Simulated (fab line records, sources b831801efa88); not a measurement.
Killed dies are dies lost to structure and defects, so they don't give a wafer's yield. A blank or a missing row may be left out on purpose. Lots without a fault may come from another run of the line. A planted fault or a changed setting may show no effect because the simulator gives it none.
Which tool did it? | flow sky130 | 11 lots, 33 wafers sampled, at 4 steps of a route of 708

WHAT THE GAUGES READ, wafer by wafer
SKY_METAL3_OVL_MEAS_14. Usual: METAL3_OVL -2 nm, standard deviation 5.
lot  | measured     | on         | METAL3_OVL (nm) | flag
L297 | day 38 20:46 | overlay-02 | -11 -10 -1      |
L300 | day 39 19:20 | overlay-02 | -4 2 0          |
L301 | day 40 04:23 | overlay-02 | 6 4 4           |
L302 | day 40 18:30 | overlay-01 | -1 4 1          |
L306 | day 42 13:59 | overlay-01 | -8 -1 -7        |
L305 | day 42 14:29 | overlay-02 | -13 -4 -12      |
L307 | day 42 17:50 | overlay-01 | 10 5 9          |
L314 | day 43 19:19 | overlay-02 | -3 2 2          |
L313 | day 43 22:22 | overlay-01 | -3 0 -1         |
L316 | day 44 06:55 | overlay-01 | 5 -3 1          |
L319 | day 45 15:55 | overlay-02 | 5 1 1           |

WHICH TOOL RAN EACH LOT (tool, then ch and the chambers of the sampled wafers, then the start)
lot  | SKY_VIA2_CMP_24               | SKY_METAL3_SPUTTER_02        | SKY_METAL3_COAT_07
L297 | cmp-01 ch 0,1,3, day 36 16:34 | pvd_sputter-03, day 36 16:48 | litho_track-02 ch 0, day 38 08:56
L300 | cmp-01 ch 1,2,3, day 37 16:05 | pvd_sputter-01, day 37 16:17 | litho_track-02 ch 0, day 39 05:53
L301 | cmp-01 ch 1,2,3, day 38 01:02 | pvd_sputter-02, day 38 01:23 | litho_track-01 ch 0, day 39 15:58
L302 | cmp-02 ch 1,2, day 38 14:58   | pvd_sputter-02, day 38 15:19 | litho_track-03 ch 0, day 40 04:58
L306 | cmp-02 ch 0,1,3, day 40 13:47 | pvd_sputter-03, day 40 14:02 | litho_track-03 ch 0, day 42 01:07
L305 | cmp-02 ch 1,3, day 40 14:37   | pvd_sputter-03, day 40 14:55 | litho_track-02 ch 0, day 42 01:47
L307 | cmp-01 ch 1,3, day 40 17:20   | pvd_sputter-03, day 40 17:38 | litho_track-02 ch 0, day 42 04:53
L314 | cmp-01 ch 0,2,3, day 41 19:01 | pvd_sputter-03, day 41 19:22 | litho_track-01 ch 0, day 43 06:23
L313 | cmp-02 ch 1,2, day 41 21:13   | pvd_sputter-02, day 41 21:34 | litho_track-03 ch 0, day 43 09:01
L316 | cmp-01 ch 0,1,2, day 42 07:16 | pvd_sputter-03, day 42 07:34 | litho_track-01 ch 0, day 43 19:44
L319 | cmp-02 ch 1,2,3, day 43 19:48 | pvd_sputter-03, day 43 20:06 | litho_track-03 ch 0, day 45 04:22
- SKY_VIA2_CMP_24: polishes, stops on SiO2, t overpolish 20 s, target thk 0 nm.
- SKY_METAL3_SPUTTER_02: material AlCu, target thk 735 nm, time 39.1 s.
- SKY_METAL3_COAT_07: resist thk 60 nm.

WHAT THE TOOLS THEMSELVES READ (means of the sampled wafers that have a number; where no wafer has one, the mark that the record gives instead)
SKY_VIA2_CMP_24. Usual: motor_current_A 11.0 A, standard deviation 1.1; overpolish_run_s 20.000 s, standard deviation 0.0084; retaining_ring_pressure_frac 1.001, standard deviation 0.0059; time_to_endpoint_s 104 s, standard deviation 3.9.
lot  | tool   | motor_current_A (A) | overpolish_run_s (s) | retaining_ring_pressure_frac | time_to_endpoint_s (s) | flag
L297 | cmp-01 | 10.9                | 20.003               | 0.998                        | 106                    |
L300 | cmp-01 | 11.2                | 19.998               | 0.998                        | 105                    |
L301 | cmp-01 | 11.0                | 19.998               | 1.002                        | 101                    |
L302 | cmp-02 | 9.4                 | 20.010               | 0.997                        | 107                    |
L306 | cmp-02 | 11.3                | 19.993               | 1.001                        | 103                    |
L305 | cmp-02 | 10.3                | 20.001               | 0.998                        | 104                    |
L307 | cmp-01 | 11.5                | 20.000               | 1.011                        | 108                    |
L314 | cmp-01 | 10.9                | 20.000               | 1.003                        | 105                    |
L313 | cmp-02 | 9.4                 | 20.000               | 1.001                        | 106                    |
L316 | cmp-01 | 11.4                | 19.994               | 0.995                        | 108                    |
L319 | cmp-02 | 10.4                | 19.995               | 1.003                        | 108                    |

SKY_METAL3_SPUTTER_02. Usual: throttle_valve_pct 30.1 %, standard deviation 1.
lot  | tool           | throttle_valve_pct (%) | flag
L297 | pvd_sputter-03 | 30.6                   |
L300 | pvd_sputter-01 | 30.0                   |
L301 | pvd_sputter-02 | 29.8                   |
L302 | pvd_sputter-02 | 29.3                   |
L306 | pvd_sputter-03 | 30.8                   |
L305 | pvd_sputter-03 | 30.5                   |
L307 | pvd_sputter-03 | 29.9                   |
L314 | pvd_sputter-03 | 30.8                   |
L313 | pvd_sputter-02 | 29.6                   |
L316 | pvd_sputter-03 | 31.0                   |
L319 | pvd_sputter-03 | 30.1                   |

SKY_METAL3_COAT_07. Usual: spin_speed_rpm 3000.1 rpm, standard deviation 1.9.
lot  | tool           | spin_speed_rpm (rpm) | flag
L297 | litho_track-02 | 3001.7               |
L300 | litho_track-02 | 2999.9               |
L301 | litho_track-01 | 2997.7               |
L302 | litho_track-03 | 2999.5               |
L306 | litho_track-03 | 2998.7               |
L305 | litho_track-02 | 2109.8               | OFF
L307 | litho_track-02 | 2106.8               | OFF
L314 | litho_track-01 | 2999.9               |
L313 | litho_track-03 | 2999.3               |
L316 | litho_track-01 | 3001.6               |
L319 | litho_track-03 | 3002.5               |

THE ANSWER, worked out from the rows above alone
Rule: a lot is off if the mean of its wafers that have a number lies more than 3 standard deviations from the usual mean. A lot without any number at a reading at which 4 lots or more have one is off too. The other lots that the step has rows for count as sound. The gauges are gone through in route order, then the tools' own readings, and for those a lot's mean is taken as printed above. The first step at which some lot is off is used, and at that step the reading that is off furthest; a lot without a number counts as furthest.
Off: L305, L307, at SKY_METAL3_COAT_07 (spin_speed_rpm).
A tool fits if, at that step or a process step before it, it ran every lot that is off, and no sound lot after the first of them. One fits: litho_track-02 at SKY_METAL3_COAT_07. Its last sound lot is L300 (day 39 05:53), its first lot that is off L305 (day 42 01:47): a fault that began between those two fits.
The tool's own readings at SKY_METAL3_COAT_07 bear it out: on the lots that are off they differ by more than 5 times the standard deviation of the sound lots' means. spin_speed_rpm reads 2108.3 rpm there against 3000.1 rpm on the sound lots.

WHAT THE SIMULATOR HAD PUT IN
Process parameter drift: litho_track-02, from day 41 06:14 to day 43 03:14, at SKY_METAL3_COAT_07. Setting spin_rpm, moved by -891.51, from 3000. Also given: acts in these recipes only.
Lots struck among those shown: L305, L307. The rule above found the same.
